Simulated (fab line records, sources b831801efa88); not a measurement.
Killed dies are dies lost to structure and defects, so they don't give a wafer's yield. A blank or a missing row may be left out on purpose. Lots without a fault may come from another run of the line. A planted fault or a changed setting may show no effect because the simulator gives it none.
Chamber matching | flow sky130 | SKY_VIA4_CMP_02 on cmp-02: 4 sister chambers
The step polishes SiO2. 4 wafers are shown with their chamber, then 7 later ones without.

WAFERS WITH THEIR CHAMBER
wafer  | chamber | motor_current_A (A)
L495.2 | 0       | 10.9
L496.1 | 3       | 9.3
L500.2 | 1       | 10.2
L500.5 | 2       | 15.5

WAFERS WITHOUT THEIR CHAMBER
wafer  | motor_current_A (A)
L500.6 | 9.5
L503.1 | 10.9
L503.5 | 10.6
L503.6 | 10.1
L505.3 | 9.5
L505.4 | 11.2
L505.5 | 15.4

WHICH CHAMBER EACH WENT THROUGH
wafer  | from the rows above     | in truth
L500.6 | 3                       | 3
L503.1 | 0                       | 0
L503.5 | can't be placed: 0 or 1 | 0
L503.6 | 1                       | 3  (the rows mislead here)
L505.3 | 3                       | 3
L505.4 | 0                       | 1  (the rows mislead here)
L505.5 | 2                       | 2
Placed correctly: 4 of 7. Can't be placed from these rows: 1 (the true chamber is among the candidates in 1). Placed wrongly: 2.
How it was worked out, from the rows above alone: a wafer's distance from a chamber is the root of the sum, over the readings, of the square of ((its reading less the chamber's mean) divided by the reading's scatter). The wafer belongs to the nearest chamber; if the next one is less than 2 further off, it can't be placed. A chamber's mean is the mean of its shown wafers. The scatter: with one shown wafer a chamber, the root of the mean of the squares of how far each hidden wafer lies from its nearest shown one.
